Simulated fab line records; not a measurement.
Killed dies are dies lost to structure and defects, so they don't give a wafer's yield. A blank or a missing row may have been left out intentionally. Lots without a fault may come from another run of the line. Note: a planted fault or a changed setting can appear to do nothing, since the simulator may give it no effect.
One fault seen from 2 desks || flow sky130 || each desk holds nothing but its own numbers, with what lay behind them at the end

FOR THE TOOL OWNER'S DESK: lithoTrack-04
The tool's own readings at SKY_SD_N_DEVELOP_06 (develop time 60 s): means of the sampled wafers that have a number, for each lot that ran on this tool. Marked OUT: a lot whose mean sits more than 4 standard deviations from the usual mean, which makes it out of limits; the brackets give that distance.
Columns: A = developerTempC at SKY_SD_N_DEVELOP_06, usual 23.01 C
{"lot": "L710", "first seen here": "day 28 03:34", "A": 23.23}
{"lot": "L712", "first seen here": "day 28 23:47", "A": 23.02}
{"lot": "L714", "first seen here": "day 29 11:56", "A": 23.11}
{"lot": "L715", "first seen here": "day 31 01:02", "A": 22.93}
{"lot": "L716", "first seen here": "day 31 01:58", "A": 23.13}
{"lot": "L719", "first seen here": "day 31 04:02", "A": "20.73 (-21) OUT"}
{"lot": "L723", "first seen here": "day 32 10:16", "A": "20.82 (-20) OUT"}
{"lot": "L732", "first seen here": "day 35 02:53", "A": 22.98}
Finding of this desk: L719, L723 out of limits; the first was L719 at day 31 04:02, on developerTempC at SKY_SD_N_DEVELOP_06. L710, L712, L714, L715, L716, L732: within limits.

FROM THE METROLOGY DESK
Lot by lot, what the gauges showed, no matter which tool ran the lot: averages of those sampled wafers that carry a number. Marked OUT: a lot whose mean sits more than 4 standard deviations from the usual mean, which makes it out of limits; the brackets give that distance.
Columns: A = cdNm at SKY_POLY_GATE_CD_MEAS_13, usual 150.1 nm; B = cdNm at SKY_SD_N_CD_MEAS_07, usual 380.5 nm; C = LI_CONTACT_OVL at SKY_LI_CONTACT_OVL_MEAS_13, usual 0 nm
{"lot": "L710", "first seen here": "day 16 14:46", "A": 149.8, "B": 378.5, "C": -2}
{"lot": "L711", "first seen here": "day 17 03:07", "A": 148.8, "B": 378.7, "C": 2}
{"lot": "L712", "first seen here": "day 17 10:51", "A": 148.3, "B": 382.6, "C": 5}
{"lot": "L713", "first seen here": "day 17 20:22", "A": 150.9, "B": 378.6, "C": -2}
{"lot": "L714", "first seen here": "day 18 03:25", "A": 149.7, "B": 380.9, "C": 0}
{"lot": "L715", "first seen here": "day 19 07:14", "A": 152.5, "B": 380.7, "C": -2}
{"lot": "L716", "first seen here": "day 19 07:37", "A": 150.4, "B": 381.8, "C": -2}
{"lot": "L718", "first seen here": "day 19 19:30", "A": 149.3, "B": 380.4, "C": 4}
{"lot": "L719", "first seen here": "day 19 19:50", "A": 150.5, "B": 387.7, "C": -3}
{"lot": "L723", "first seen here": "day 21 08:40", "A": 150.8, "B": 387.7, "C": -7}
{"lot": "L729", "first seen here": "day 23 16:05", "A": 152.2, "B": 381.2, "C": 4}
{"lot": "L730", "first seen here": "day 23 23:59", "A": 150.4, "B": 384.2, "C": 2}
{"lot": "L732", "first seen here": "day 24 10:08", "A": 148.2, "B": 377.9, "C": 7}
Finding of this desk: none of the 13 lots has anything out of limits.

ALL TOGETHER
The tool owner's desk could have raised an alarm at day 31 04:02, on L719, L723.
Metrology desk: nothing out of limits seen.
The metrology desk has L719, L723 on record, within its limits.
Of the lots named, all ran SKY_SD_N_DEVELOP_06 on lithoTrack-04.

WHAT THE SIMULATOR HAD PUT IN
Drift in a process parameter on lithoTrack-04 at SKY_SD_N_DEVELOP_06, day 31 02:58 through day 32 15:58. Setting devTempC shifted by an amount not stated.
Struck lots among those shown: L719, L723.
Delay in hours, fault start to first out-of-limits reading, by desk: the tool owner's desk at 1.
